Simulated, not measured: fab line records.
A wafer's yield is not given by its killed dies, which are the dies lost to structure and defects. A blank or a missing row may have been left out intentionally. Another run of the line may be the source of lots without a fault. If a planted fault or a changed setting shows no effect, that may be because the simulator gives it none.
fab line records	flow sky130
record lots=6	wafers=18	lastDay=49
route steps=708 shown METAL1@455 VIA1@458 PAD_OPEN@708
lots that met no fault: taken from a fault-free run of the same line
startH: hours from the record's first day to the start of the lot's first wafer shown	waitH: hours elapsed since this lot's preceding step	" identical to the entry in the row above	L1.1+2: a single row standing in for several wafers	- value missing, or start not given	* or withheld: withheld	< > ~ a bound
route shown NAME@n: a module of which the file shows steps, and the number in the route of the first	usual: the fault-free wafers' mean and standard deviation	same: alike in all rows	chamber/n: place in a boat	sites: readings site by site	_std_site: the values' standard deviation	_edge_site: inner sites' mean taken away from outer sites' mean	radiusMm: for every site, how far away it sits from the centre of the wafer	mask NAME#n: copy n	behind: tool/chamber where the wafer was last shaped	hold: why the lot was held/for how many hours/how that ended	device: transistor that didn't switch, given as n, p or np	end of line: tests of these same wafers at the route's end	where a step has no rows: the recipe by itself	killed: not the wafer's yield, but the dies lost to structure and defects at the first sort	map: dies across one wafer; x = killed, . = not, _ = none there
set.NAME: the run value of the setting; set.NAME@STEP: its run value at that earlier step	model.NAME: the simulator's own value behind a step, which no gauge read
certain route steps with their lots: each step a table, each wafer a row
services: the hour from which a tool's chamber was out of use, counted from the record's first day as startH (under 0 if before that day), plus the number of hours and why
## steps
# step SKY_METAL1_STRIP_21
# recipe chemistry=postEtchResidueRemover	timeS=1200	tempC=72.5
# step SKY_METAL1_CLEAN_22
# recipe chemistry=IPA	timeS=180	tempC=25
# step SKY_METAL1_CLEAN_23
# recipe chemistry=O3/DIW	dry=n2Spin
# step SKY_VIA1_HDPCVD_00
# recipe material=SiO2	targetThkNm=1030	sigmaOpenFrac=0.3	timeS=171.7	tempC=400	sih4FlowSccm=60	pressureMtorr=6
# step SKY_VIA1_THK_MEAS_01
# recipe reads=SiO2_of_VIA1_HDPCVD_00
# usual VIA1_HDPCVD_THK=1040/12
lot.wafer	tool	chamber	startH	waitH	VIA1_HDPCVD_THK[nm]
L606.2	filmMetro-04	-	801.06	0.1	1033
L606.3	"	-	"	"	1018
L606.4	"	-	"	"	1018
L607.2	filmMetro-03	-	806.32	0.1	1056
L607.4	"	-	"	"	1051
L607.6	"	-	"	"	1048
L608.4	filmMetro-04	-	816.92	0.0	1031
L608.5	"	-	"	"	1038
L608.6	"	-	"	"	1028
L613.1	filmMetro-03	-	859.65	0.1	1032
L613.4	"	-	"	"	1058
L613.6	"	-	"	"	1054
L617.3	filmMetro-02	-	889.18	0.1	1039
L617.4	"	-	"	"	1038
L617.5	"	-	"	"	1027
L618.3	filmMetro-04	-	893.27	0.1	1052
L618.4	"	-	"	"	1062
L618.6	"	-	"	"	1058
# step SKY_VIA1_CMP_02
# recipe material=SiO2	downForcePsi=4	platenRpm=60	padVelocityMS=0.94248
# usual headPressurePsi=4.000/0.0087	motorCurrentA=12.7/1.4	slurryFilterDpKPa=13.49/0.14
lot.wafer	tool	chamber	startH	waitH	headPressurePsi	motorCurrentA	slurryFilterDpKPa
L606.3	cmp-02	1	801.16	0.1	3.995	12.1	13.51
L606.2	"	2	"	"	3.987	13.1	13.28
L606.4	"	3	"	"	4.000	12.3	13.37
L607.4	cmp-02	3	806.37	0.0	3.994	12.3	13.79
L607.2	"	1	"	"	4.003	12.2	13.32
L607.6	"	3	"	"	3.989	12.6	13.33
L608.4	cmp-01	1	817.10	0.2	4.002	12.2	13.30
L608.6	"	2	"	"	4.007	11.1	13.49
L608.5	"	3	"	"	4.013	16.4	13.64
L613.1	cmp-01	2	859.71	0.1	3.993	11.7	13.32
L613.4	"	1	"	"	4.003	11.8	13.71
L613.6	"	3	"	"	4.010	16.2	13.46
L617.4	cmp-02	3	889.27	0.1	3.997	12.7	13.56
L617.3	"	0	"	"	3.980	12.2	13.52
L617.5	"	3	"	"	4.003	12.5	13.43
L618.3	cmp-02	3	893.36	0.1	4.011	12.6	13.30
L618.4	"	1	"	"	3.988	12.1	13.57
L618.6	"	2	"	"	3.999	13.3	13.57
# step SKY_VIA1_BOW_MEAS_03
# recipe mode=bow
# usual VIA1_BOW=80/7
lot.wafer	tool	chamber	startH	waitH	VIA1_BOW[um]
L606.2	filmMetro-03	-	801.43	0.2	92
L606.3	"	-	"	"	80
L606.4	"	-	"	"	84
L607.2	filmMetro-02	-	806.69	0.2	72
L607.4	"	-	"	"	79
L607.6	"	-	"	"	76
L608.4	filmMetro-02	-	817.31	0.2	83
L608.5	"	-	"	"	73
L608.6	"	-	"	"	89
L613.1	filmMetro-04	-	860.01	0.2	77
L613.4	"	-	"	"	79
L613.6	"	-	"	"	86
L617.3	filmMetro-04	-	889.56	0.2	77
L617.4	"	-	"	"	83
L617.5	"	-	"	"	74
L618.3	filmMetro-04	-	893.65	0.2	95
L618.4	"	-	"	"	80
L618.6	"	-	"	"	76
# step SKY_VIA1_DEHYDRATE_04
# recipe tempC=200	timeS=60
# step SKY_VIA1_HMDS_05
# recipe primeTimeS=60	primeTempC=120
# step SKY_VIA1_COAT_06
# recipe resist=BARC	tempC=withheld	timeS=withheld	spinRpm=3059	resistThkNm=60
# step SKY_VIA1_COAT_07
# recipe resist=KrF-thick	spinRpm=3000	resistThkNm=450
# step SKY_VIA1_SOFTBAKE_08
# recipe tempC=100	timeS=90	resist=KrF-thick
# step SKY_VIA1_EXPOSE_09
# recipe maskId=VIM	na=0.8	sourceShape=annular	sigmaInner=0.55	sigmaOuter=0.85	targetCdNm=150	doseMj=38
lot.wafer	tool	chamber	startH	waitH	mask
L606.2+3+4	krfScanner-01	0	815.24	-	VIM#0
L607.2+4+6	krfScanner-02	0	820.90	-	VIM#0
L608.4+5+6	krfScanner-02	0	830.87	-	VIM#0
L613.1+4+6	krfScanner-01	0	872.61	-	VIM#0
L617.3+4+5	krfScanner-02	0	902.15	-	VIM#0
L618.3+4+6	krfScanner-01	0	906.82	-	VIM#0
# step SKY_VIA1_PEB_10
# recipe pebTempC=withheld	pebTimeS=withheld	resist=KrF-thick
# step SKY_VIA1_DEVELOP_11
# recipe developTimeS=60	resist=KrF-thick	devTempC=21
# step SKY_VIA1_CD_MEAS_12
# recipe targetCdNm=150
# usual cdNm=149.9/2
lot.wafer	tool	chamber	startH	waitH	cdNm
L606.2	cdSem-01	-	828.14	-	151.9
L606.3	"	-	"	"	152.1
L606.4	"	-	"	"	153.1
L607.2	cdSem-02	-	834.09	-	122.7
L607.4	"	-	"	"	125.6
L607.6	"	-	"	"	133.5
L608.4	cdSem-02	-	843.07	-	127.6
L608.5	"	-	"	"	136.6
L608.6	"	-	"	"	137.3
L613.1	cdSem-01	-	886.11	-	153.2
L613.4	"	-	"	"	150.8
L613.6	"	-	"	"	152.2
L617.3	cdSem-02	-	915.06	-	146.2
L617.4	"	-	"	"	146.8
L617.5	"	-	"	"	146.6
L618.3	cdSem-01	-	918.76	-	149.6
L618.4	"	-	"	"	150.0
L618.6	"	-	"	"	148.3
# step SKY_VIA1_OVL_MEAS_13
# usual VIA1_OVL=2/5.3
lot.wafer	tool	chamber	startH	waitH	VIA1_OVL[nm]
L606.2	overlay-02	-	828.25	0.1	14
L606.3	"	-	"	"	0
L606.4	"	-	"	"	15
L607.2	overlay-02	-	834.20	0.1	8
L607.4	"	-	"	"	6
L607.6	"	-	"	"	5
L608.4	overlay-02	-	843.15	0.1	4
L608.5	"	-	"	"	5
L608.6	"	-	"	"	5
L613.1	overlay-02	-	886.23	0.1	4
L613.4	"	-	"	"	5
L613.6	"	-	"	"	6
L617.3	overlay-01	-	915.15	0.1	-1
L617.4	"	-	"	"	1
L617.5	"	-	"	"	-6
L618.3	overlay-01	-	918.85	0.1	3
L618.4	"	-	"	"	0
L618.6	"	-	"	"	-3
# step SKY_VIA1_ETCH_14
# recipe chemistry=N2/H2	target=BARC	ionEnergyEv=200	sourceW=500	biasW=100	pressureMtorr=30	n2FlowSccm=100	h2FlowSccm=200	stopOn=SiO2	timeS=45.9	targetDepthA=600
# usual drypumpMotorCurrentA=5.7/0.32	oesProductAu=0.849/0.0046	throttleValvePct=13.225/0.0089
lot.wafer	tool	chamber	startH	waitH	drypumpMotorCurrentA	oesProductAu	rfHoursCounterH	throttleValvePct	model.VIA1.cdNm
L606.2	rieDiel-01	2	828.28	0.0	5.3	0.853	6	13.218	151.4
L606.3	"	3	"	"	6.1	0.847	8	13.219	152.9
L606.4	"	0	"	"	5.8	0.845	34	13.222	152
L607.2	rieDiel-01	2	834.23	0.0	5.4	0.849	6	13.225	122.4
L607.4	"	0	"	"	5.8	0.848	34	13.226	125.2
L607.6	"	1	"	"	5.6	0.847	-	13.210	135.6
L608.4	rieDiel-04	2	843.17	0.0	6.0	0.853	5	13.222	127.4
L608.5	"	0	"	"	5.5	0.844	-	13.227	137.3
L608.6	"	1	"	"	5.0	0.845	-	13.228	137
L613.1	rieDiel-01	2	886.27	0.0	5.4	0.849	8	13.222	152.7
L613.4	"	1	"	"	5.6	0.855	11	13.221	151.4
L613.6	"	0	"	"	5.8	0.843	-	13.223	151.1
L617.3	rieDiel-01	0	915.17	0.0	5.8	0.853	2	13.230	146.3
L617.4	"	1	"	"	5.6	0.846	11	13.230	147.2
L617.5	"	1	"	"	5.6	0.845	-	13.225	147.6
L618.3	rieDiel-03	1	918.88	0.0	6.0	0.855	18	13.211	150.8
L618.4	"	0	"	"	6.0	0.849	8	13.229	149.2
L618.6	"	0	"	"	6.0	0.854	-	13.230	147.9
# step SKY_VIA1_ETCH_15
# recipe target=SiO2	chemistry=C4F8/O2/Ar	targetDepthNm=351	stopOn=TiN	maskMaterial=KrF-thick	sourceW=1500	biasW=1200	pressureMtorr=40	c4f8FlowSccm=withheld	O2_flow_sccm=6	Ar_flow_sccm=300	timeS=54
# usual oesProductAu=0.980/0.0069
lot.wafer	tool	chamber	startH	waitH	oesProductAu	rfHoursCounterH
L606.2	rieDiel-01	2	828.32	0.0	0.983	6
L606.3	"	3	"	"	0.985	8
L606.4	"	0	"	"	0.972	34
L607.2	rieDiel-01	2	834.27	0.0	0.990	6
L607.4	"	0	"	"	0.979	34
L607.6	"	1	"	"	0.979	-
L608.4	rieDiel-04	2	843.21	0.0	0.973	5
L608.5	"	0	"	"	0.969	-
L608.6	"	1	"	"	0.981	-
L613.1	rieDiel-01	2	886.31	0.0	0.975	8
L613.4	"	1	"	"	0.980	11
L613.6	"	0	"	"	0.973	-
L617.3	rieDiel-01	0	915.21	0.0	0.983	2
L617.4	"	1	"	"	0.968	12
L617.5	"	1	"	"	0.986	-
L618.3	rieDiel-03	1	918.92	0.0	0.982	18
L618.4	"	0	"	"	0.986	8
L618.6	"	0	"	"	0.986	-
# step SKY_PAD_OPEN_PROBE_99
# usual defectLimitedYield=82.9/2	killed_at_M0_to_M3=43/7	killed_at_M4_up=3.0/1.9	killedAtContacts=24/4.6	killedAtFrontEnd=15/4.1	killedAtOther=0.3/0.52	killedDies=84/9.7	killedOnRim=16/3.6	killedOpen=46/6.9	killedShort=38/6.8	sort_bin_3_pad_short=0.8/0.41	sort_bin_5_function=10.2/1.5	sort_bin_6_memory=6.1/1.1	sortNPass=408/9.7	sortYieldPct=82.9/2
# same grossDies=492	killedAtBackSide=0	sort_bin_4_leakage[%]=0	sort_bin_8_speed[%]=0
lot.wafer	tool	chamber	startH	waitH	defectLimitedYield[%]	killed_at_M0_to_M3	killed_at_M4_up	killedAtContacts	killedAtFrontEnd	killedAtOther	killedDies	killedOnRim	killedOpen	killedShort	sort_bin_3_pad_short[%]	sort_bin_5_function[%]	sort_bin_6_memory[%]	sortNPass	sortYieldPct[%]
L607.2	prober-01	-	1108.15	0.1	27.8	304	2	27	22	0	355	93	47	36	1.6	64.8	5.7	137	27.8
L607.4	prober-01	-	1108.25	0.2	43.5	238	2	24	14	0	278	86	51	35	1.0	50.2	5.3	214	43.5
L607.6	prober-01	-	1108.35	0.2	80.9	57	7	21	9	0	94	29	42	34	0	13.2	5.9	398	80.9
L608.4	prober-02	-	1116.35	0.2	57.7	162	0	27	19	0	208	72	48	44	1.0	33.1	8.1	284	57.7
L608.5	prober-02	-	1116.40	0.2	80.3	44	3	28	22	0	97	27	47	47	1.2	11.2	7.3	395	80.3
L608.6	prober-02	-	1116.45	0.2	80.1	58	3	23	14	0	98	18	53	45	0.4	11.6	7.9	394	80.1
L617.3	prober-02	-	1168.08	0.2	87.0	31	2	23	8	0	64	13	37	26	0.4	7.7	4.9	428	87.0
L617.4	prober-02	-	1168.13	0.2	80.9	55	2	26	10	1	94	25	52	42	0.6	10.2	8.3	398	80.9
L617.5	prober-02	-	1168.18	0.2	82.1	49	2	21	16	0	88	22	43	44	0.8	10.4	6.7	404	82.1
L618.3	prober-01	-	1169.38	0.2	82.9	39	4	21	19	1	84	12	45	39	0.6	10.4	6.1	408	82.9
L618.4	prober-01	-	1169.43	0.2	84.1	37	2	30	9	0	78	24	42	36	1.0	9.6	5.3	414	84.1
L618.6	prober-01	-	1169.53	0.2	84.3	41	1	23	12	0	77	15	45	31	1.2	9.8	4.7	415	84.3
# killed by level:class
L607.2 VIA1:areaExpose=271 VIA1:geometricParticle:open=13 CONTACT:geometricParticle:open=11 FIELD_ISO:geometricParticle:short=6 LI_CONTACT:geometricParticle:open=6 CONTACT:geometricParticle:short=5 METAL1:geometricParticle:short=5 FIELD_ISO:geometricParticle:open=4
L607.4 VIA1:areaExpose=192 VIA2:geometricParticle:open=10 CONTACT:geometricParticle:open=8 VIA1:geometricParticle:open=8 VIA3:geometricParticle:open=7 VIA1:geometricParticle:short=6 POLY_GATE:geometricParticle:open=5 CONTACT:geometricParticle:short=5
L607.6 VIA1:areaExpose=17 VIA1:geometricParticle:open=11 VIA3:geometricParticle:open=8 METAL4:geometricParticle:short=7 VIA2:geometricParticle:open=6 LI_CONTACT:geometricParticle:open=6 CONTACT:geometricParticle:open=6 METAL3:geometricParticle:short=5
L608.4 VIA1:areaExpose=115 VIA1:geometricParticle:open=13 LOCAL_INTERCONNECT:geometricParticle:short=9 POLY_GATE:geometricParticle:open=6 CONTACT:geometricParticle:open=6 VIA1:geometricParticle:short=6 METAL1:geometricParticle:short=5 METAL2:geometricParticle:short=5
L608.5 CONTACT:geometricParticle:open=12 METAL1:geometricParticle:short=8 METAL2:geometricParticle:short=7 VIA1:geometricParticle:open=7 VIA3:geometricParticle:open=7 FIELD_ISO:geometricParticle:open=5 LOCAL_INTERCONNECT:geometricParticle:short=5 FIELD_ISO:geometricParticle:short=4
L608.6 VIA1:geometricParticle:open=15 LI_CONTACT:geometricParticle:open=8 METAL1:geometricParticle:short=6 VIA1:geometricParticle:short=6 METAL2:geometricParticle:short=6 VIA3:geometricParticle:open=6 POLY_GATE:geometricParticle:short=5 METAL3:geometricParticle:short=5
L617.3 VIA1:geometricParticle:open=10 VIA2:geometricParticle:open=8 LI_CONTACT:geometricParticle:open=7 CONTACT:geometricParticle:open=7 METAL1:geometricParticle:short=4 CONTACT:geometricParticle:short=4 FIELD_ISO:geometricParticle:short=3 POLY_GATE:geometricParticle:short=3
L617.4 VIA1:geometricParticle:open=14 LI_CONTACT:geometricParticle:open=11 VIA2:geometricParticle:open=11 METAL1:geometricParticle:short=9 CONTACT:geometricParticle:open=8 VIA2:geometricParticle:short=7 POLY_GATE:geometricParticle:short=4 CONTACT:geometricParticle:short=4
L617.5 VIA1:geometricParticle:open=9 FIELD_ISO:geometricParticle:short=8 CONTACT:geometricParticle:open=8 METAL1:geometricParticle:short=8 VIA2:geometricParticle:open=8 VIA1:geometricParticle:short=7 LOCAL_INTERCONNECT:geometricParticle:short=4 VIA3:geometricParticle:short=4
L618.3 VIA1:geometricParticle:open=11 CONTACT:geometricParticle:open=7 FIELD_ISO:geometricParticle:short=6 LOCAL_INTERCONNECT:geometricParticle:short=5 METAL1:geometricParticle:open=5 VIA3:geometricParticle:open=5 FIELD_ISO:geometricParticle:open=4 CONTACT:geometricParticle:short=4
L618.4 CONTACT:geometricParticle:open=13 CONTACT:geometricParticle:short=7 VIA1:geometricParticle:open=7 VIA3:geometricParticle:open=7 LOCAL_INTERCONNECT:geometricParticle:short=6 METAL1:geometricParticle:short=4 VIA2:geometricParticle:open=4 LI_CONTACT:geometricParticle:open=3
L618.6 CONTACT:geometricParticle:open=10 VIA1:geometricParticle:open=9 VIA3:geometricParticle:open=6 METAL1:geometricParticle:short=6 LI_CONTACT:geometricParticle:open=5 METAL2:geometricParticle:short=5 POLY_GATE:geometricParticle:short=4 CONTACT:geometricParticle:short=4
# map L607.2 (x killed, . not)
__________xxxxxx.xxx_________
________xxx.xxxxxxxxxx_______
______x..x.xxxxxxx.xxxxx_____
_____xxxxx.x...x.xxxxxxxx____
____xxxx.xxxx.x.x.xxxxx.xx___
___xxxx...x...x..xxxxx..xxx__
__xxxx..xx..x....x.x.x..xxxx_
_xxxx..xxx.x.x..x....xxxxxxxx
_xxxxxxx.............x.xxxxxx
_xxxxxx......x..x...xxx.x.xxx
_xxxxx.x............xxxxxxxxx
_xx.xx.xxx.xx..x..xxxxxxxxxxx
_xxxxxxxx...x.x...xxxxxxx.xxx
_xxxxx..xxx.x...xx.x.x.xxxxxx
_xxxx.xx.x...xxx.x..xx.xxxxxx
__xx.xxxxx.xxxxxx.xxx..xxxxx_
___xxx.xx.x..xxxx.xxxxxxxxx__
____xxxxx.xxx..xxx..xxxxxx___
_____xxxxxxxxxxx.xxxxxxxx____
______xxxxxxxxxxxxxxxxxx_____
________xxxxxxxxxxxxxx_______
__________xxxxxxxxxx_________
# map L608.4 (x killed, . not)
__________xxxxxx.xx._________
________x.xx.x.xx.xx.x_______
______xxx...x.....xxxxxx_____
_____xxxx.x.xx....x.....x____
____...x......x.....x.x..x___
___xx.....x..xx.......x....__
__...x.x.x..........xx.xx.xx_
_.x.x....x..x.......xxxx...xx
_x.........x..x..........xxx.
_xxxx.......x..x........x.xxx
_.xxx.x.......x....x.x...xxxx
_x.x.x..x..xx............xxxx
_...x.........xx..x..x.x.xxxx
_xx.x...x..x..x...x.....xxx.x
_x.x..xx....x........x..x..xx
__.xxx.xx.xx...x.x.....xxxxx_
___.xx.......x...........xx__
____xxxx..xx....x.x.x.x.xx___
_____xxx...x.xx..xxx.xx.x____
______x.xx.x..xxx.xxxxxx_____
________xx.x..xxxxxx.x_______
__________xxxxxx.xxx_________
## services
tool	chamber	startH	hours	kind
rieDiel-01	2	794.14	3.6	repair
cmp-01	-	805.19	6.2	pm
rieDiel-04	-	808.48	0.1	repair
rieDiel-04	2	817.88	3.1	repair
rieDiel-04	1	830.27	5.6	repair
rieDiel-01	0	839.96	-	clean
rieDiel-01	-	843.52	0.6	repair
cmp-01	-	844.32	9.9	repair
krfScanner-02	-	846.32	7.5	repair
krfScanner-02	-	852.08	0.3	repair
rieDiel-04	-	853.79	0.7	repair
krfScanner-02	-	860.46	1.3	repair
krfScanner-01	-	861.75	1.3	pm
rieDiel-03	1	865.51	3.0	repair
krfScanner-02	-	876.64	0.7	repair
rieDiel-01	0	879.78	6.4	repair
krfScanner-01	-	880.12	0.8	pm
rieDiel-04	3	890.81	4.7	repair
rieDiel-01	1	891.64	2.4	repair
cmp-02	-	894.87	0.9	repair
krfScanner-02	-	913.50	0.8	pm
krfScanner-02	-	914.25	1.0	pm
krfScanner-01	-	915.25	1.0	pm
krfScanner-02	-	916.25	1.3	pm
## key
firstSign step=SKY_VIA1_CD_MEAS_12	reading=cdNm	direction=down	sigmas=9.6	usual=149.9	struck=130.6
effect step=SKY_PAD_OPEN_PROBE_99	reading=killed_at_M0_to_M3	direction=up	sigmas=15	usual=43	struck=144	wafersMoved=4
modelEffect step=SKY_VIA1_ETCH_14	value=VIA1.cdNm	without=151.4	struck=130.8
moreKillsBornAt SKY_VIA1_EXPOSE_09@krfScanner-02=597
metAt SKY_VIA1_EXPOSE_09
struckWafers L607.2,L607.4,L607.6,L608.4,L608.5,L608.6
laterRowsLeftOut L607.2
fault kind=processParameterDrift	tool=krfScanner-02	chamber=-	onsetH=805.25	steps=SKY_VIA1_EXPOSE_09	channel=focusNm	offset=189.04	spreadByWafer=0.3	shape=step	endH=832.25
# laterRowsLeftOut: the simulator's readings of these wafers behind a module that went badly wrong aren't trusted and aren't shown, but for the sort
